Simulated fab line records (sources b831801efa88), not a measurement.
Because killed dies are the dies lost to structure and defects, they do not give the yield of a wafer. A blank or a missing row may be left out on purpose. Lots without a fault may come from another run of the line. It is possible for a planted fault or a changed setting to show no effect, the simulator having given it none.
The tool behind it: which one? -- flow gf180mcu -- Sampling: 12 lots, 36 wafers, 3 of 602 route steps

## WHAT THE GAUGES SHOWED, per wafer
GF_SAB_OVL_MEAS_10.
lot,measured,on,SAB_OVL (nm)
L075,day 15 07:19,overlay-02,3.1 1.4 3.7
L077,day 16 04:56,overlay-02,2.2 2.3 3.1
L079,day 16 18:59,overlay-02,0.7 1.2 0.9
L081,day 17 11:40,overlay-01,2.4 2.4 0.1
L083,day 18 09:58,overlay-02,1.8 2.1 2.2
L085,day 19 09:40,overlay-02,1.8 1.5 1.6
L087,day 20 05:25,overlay-01,2.4 2.2 1.2
L089,day 20 11:07,overlay-01,0.4 1.0 1.4
L090,day 21 01:01,overlay-02,1.1 -0.1 1.1
L093,day 21 21:01,overlay-02,0.1 2.2 1.5
L095,day 22 11:17,overlay-02,1.8 2.5 1.1
L097,day 22 23:22,overlay-02,2.7 2.6 0.9

## TOOL THAT RAN EACH LOT (tool first, then ch and the chambers of the sampled wafers, then the start)
lot,GF_MVPSD_STRIP_10,GF_VT_IMPLANT_STRIP_20
L075,"plasmaAsher-01 ch 0,1, day 5 04:53","plasmaAsher-01 ch 0,1, day 6 09:43"
L077,"plasmaAsher-03 ch 0,1, day 5 18:13","plasmaAsher-01 ch 0,1, day 6 23:47"
L079,"plasmaAsher-01 ch 0,1, day 6 06:56","plasmaAsher-02 ch 0,1, day 7 13:08"
L081,"plasmaAsher-01 ch 0,1, day 6 16:59","plasmaAsher-02 ch 0,1, day 8 01:04"
L083,"plasmaAsher-04 ch 0,1, day 7 07:43","plasmaAsher-01 ch 0,1, day 8 15:19"
L085,"plasmaAsher-03 ch 0,1, day 8 01:32","plasmaAsher-04 ch 0,1, day 9 10:45"
L087,"plasmaAsher-03 ch 1, day 8 11:38","plasmaAsher-02 ch 0,1, day 9 21:33"
L089,"plasmaAsher-03 ch 0,1, day 8 18:15","plasmaAsher-02 ch 0,1, day 10 04:58"
L090,"plasmaAsher-03 ch 0,1, day 9 06:08","plasmaAsher-04 ch 0,1, day 10 17:20"
L093,"plasmaAsher-03 ch 0,1, day 9 20:59","plasmaAsher-02 ch 0,1, day 11 09:06"
L095,"plasmaAsher-01 ch 0,1, day 10 04:53","plasmaAsher-02 ch 0,1, day 11 17:18"
L097,"plasmaAsher-04 ch 0,1, day 10 16:05","plasmaAsher-02 ch 0,1, day 12 05:45"
- GF_MVPSD_STRIP_10: strips in O2/N2.
- GF_VT_IMPLANT_STRIP_20: strips in O2/N2.

## THE ANSWER, worked out from the rows above alone
Rule: the usual values come from the lots themselves. Put in order of their means at a reading, lots are off if they are a third of the lots or fewer, leave a main group of 4 or more, and stand apart from it by a gap of 3 or more times the standard deviation of the main group's means; of several such gaps the widest counts. A main group whose means are all the same, to the digits that the tables above print for the reading, isn't used. Also off: a lot with no number at a reading for which 4 or more lots have one. The other lots that the step has rows for count as sound.
Across all readings shown, no lot is off: no conclusion can be drawn from this.

## WHAT THE SIMULATOR PUT IN
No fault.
